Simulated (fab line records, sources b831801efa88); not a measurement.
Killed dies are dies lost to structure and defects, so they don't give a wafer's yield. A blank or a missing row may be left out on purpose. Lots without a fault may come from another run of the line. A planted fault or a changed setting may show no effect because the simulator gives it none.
Which tool did it? | flow sky130 | 12 lots, 36 wafers sampled, at 2 steps of a route of 708

WHAT THE GAUGES READ, wafer by wafer
SKY_VT_ADJUST_HVTP_CD_MEAS_07: target cd 380 nm. Usual: cd_nm 381.0 nm, standard deviation 2.5.
lot  | measured     | on        | cd_nm (nm)        | flag
L867 | day 6 00:07  | cd_sem-02 | 382.6 382.6 382.1 |
L868 | day 6 08:53  | cd_sem-01 | 374.9 378.1 375.1 |
L871 | day 7 00:46  | cd_sem-02 | 379.1 376.0 377.7 |
L872 | day 7 10:39  | cd_sem-01 | 385.0 386.4 385.0 |
L875 | day 8 03:40  | cd_sem-02 | 379.2 381.8 378.3 |
L876 | day 8 06:20  | cd_sem-01 | 380.3 381.6 380.7 |
L877 | day 8 14:07  | cd_sem-02 | 380.6 381.0 382.7 |
L878 | day 8 20:17  | cd_sem-02 | 380.6 378.9 378.7 |
L882 | day 10 07:24 | cd_sem-02 | 382.1 379.8 380.6 |
L883 | day 10 10:24 | cd_sem-02 | 382.5 384.6 383.6 |
L884 | day 10 14:25 | cd_sem-02 | 384.7 386.6 385.7 |
L885 | day 10 17:47 | cd_sem-02 | 380.1 380.8 382.7 |

SKY_VT_ADJUST_HVTP_TW_MEAS_11. Usual: VT_ADJUST_HVTP_TW 1354, standard deviation 6.7.
lot  | measured     | on            | VT_ADJUST_HVTP_TW | flag
L867 | day 6 00:31  | film_metro-04 | 1346 1348 1347    |
L868 | day 6 09:16  | film_metro-01 | 1351 1349 1345    |
L871 | day 7 01:10  | film_metro-04 | 1357 1342 1351    |
L872 | day 7 11:02  | film_metro-01 | 1349 1350 1353    |
L875 | day 8 04:04  | film_metro-04 | 1357 1360 1367    |
L876 | day 8 06:44  | film_metro-01 | 1351 1359 1356    |
L877 | day 8 14:31  | film_metro-01 | 1352 1356 1354    |
L878 | day 8 20:41  | film_metro-01 | 1352 1340 1355    |
L882 | day 10 07:47 | film_metro-04 | 1356 1363 1365    |
L883 | day 10 10:47 | film_metro-01 | 1355 1354 1346    |
L884 | day 10 14:49 | film_metro-04 | 1366 1362 1361    |
L885 | day 10 18:11 | film_metro-01 | 1353 1348 1355    |

WHICH TOOL RAN EACH LOT (tool, then ch and the chambers of the sampled wafers, then the start)
The record holds no process step before these readings.

WHAT THE TOOLS THEMSELVES READ (means of the sampled wafers that have a number; where no wafer has one, the mark that the record gives instead)
The record holds no such reading with a usual standard deviation.

THE ANSWER, worked out from the rows above alone
Rule: a lot is off if the mean of its wafers that have a number lies more than 3 standard deviations from the usual mean. A lot without any number at a reading at which 4 lots or more have one is off too. The other lots that the step has rows for count as sound. The gauges are gone through in route order, then the tools' own readings, and for those a lot's mean is taken as printed above. The first step at which some lot is off is used, and at that step the reading that is off furthest; a lot without a number counts as furthest.
No lot is off at any reading shown: from this, nothing can be told.

WHAT THE SIMULATOR HAD PUT IN
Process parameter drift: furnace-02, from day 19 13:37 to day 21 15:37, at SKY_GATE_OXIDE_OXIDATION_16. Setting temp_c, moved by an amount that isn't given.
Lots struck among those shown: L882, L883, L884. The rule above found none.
